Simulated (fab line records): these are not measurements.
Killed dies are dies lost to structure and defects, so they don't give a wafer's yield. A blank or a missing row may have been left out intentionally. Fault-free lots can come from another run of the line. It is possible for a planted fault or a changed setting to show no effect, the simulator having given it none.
Struck lot and sound lot, side by side | flow sky130 | 15 steps out of a route of 708
Sound: wafers L720.2, L720.3, L720.5. Wafers L705.2, L705.3, L705.5 were the ones struck. At the end, the cause is stated.
At each step with rows: each side's tool, then ch and its chambers, then its first start. Under that, the readings that differ: sound wafers | struck wafers | difference of the means | sigmas: that difference in standard deviations of wafers without a fault.
alike: words and numbers the same on both sides, and readings whose means are apart by under 2 such deviations; not compared: readings that were withheld, readings missing a value for some wafer, numbers with overlapping values and no deviation given by the record, and bounds like >300 which may hide the same value.
The two part at a step that has a row with sigmas, a row that says differs or no value, or rows on one side only. When numbers do not overlap yet have no deviation, they are printed without sigmas and do not part them. Lack of a reading on every wafer of one side parts them only where that side has two or more wafers.

first, 5 steps without rows for these wafers: SKY_SD_P_COAT_02 (resist thk 1140 nm); SKY_SD_P_SOFTBAKE_03 (time 60 s); SKY_SD_P_EXPOSE_04 (exposes mask PSDM, target cd 380 nm); SKY_SD_P_PEB_05; SKY_SD_P_DEVELOP_06 (develop time 60 s).
SKY_SD_P_CD_MEAS_07: target cd 380 nm.
  struck on cdSem-01, day 27 19:17; sound on cdSem-01, day 32 10:20
  alike: cdNm
SKY_SD_P_OVL_MEAS_08:
  struck on overlay-01, day 27 19:24; sound on overlay-01, day 32 10:27
reading       | sound          | struck      | difference | sigmas
SD_P_OVL (nm) | -1.7 -1.9 -1.9 | 2.0 0.4 1.8 | +3.2       | +2
after that, 1 step had no rows for these wafers: SKY_SD_P_IMPLANT_09.
SKY_SD_P_STRIP_10: strips in O2/N2.
  sound on plasmaAsher-03 ch 0,1, day 32 10:38; struck on plasmaAsher-04 ch 1, day 27 19:35
  alike: drypumpMotorCurrentA, oesProductAu, stripTimeToEndpointS
  not compared: rfHoursCounterH
SKY_SD_P_TW_MEAS_11:
  struck on filmMetro-01, day 27 19:41; sound on filmMetro-01, day 32 10:44
  alike: SD_P_TW
then, 2 steps without rows for these wafers: SKY_RES_XHIGH_DEHYDRATE_00 (time 60 s); SKY_RES_XHIGH_HMDS_01 (prime time 60 s).
SKY_RES_XHIGH_COAT_02: resist thk 1140 nm.
  struck on lithoTrack-04, day 28 09:30; sound on lithoTrack-04 ch 0, day 33 00:24
  no value came back on the struck wafers for chillPlateTempC (C), dispensePressureKPa (kPa); on the sound wafers chillPlateTempC (C) reads 22.99 23.21 23.15
then, 1 step without rows for these wafers: SKY_RES_XHIGH_SOFTBAKE_03 (time 60 s).
-- a jump in the record: the struck wafers' starts before and after are 19 days apart (it breaks off in module RES_XHIGH and resumes in module PAD_OPEN, where the first step shown is number 708 of the route) --
SKY_PAD_OPEN_PROBE_99:
  rows exist in the record for the struck wafers here (prober-02, day 47 10:23), but not for the sound ones

## WHERE THEY PART
First at SKY_SD_P_OVL_MEAS_08; last, within this record, at SKY_PAD_OPEN_PROBE_99.

WHY: the cause the simulator had injected
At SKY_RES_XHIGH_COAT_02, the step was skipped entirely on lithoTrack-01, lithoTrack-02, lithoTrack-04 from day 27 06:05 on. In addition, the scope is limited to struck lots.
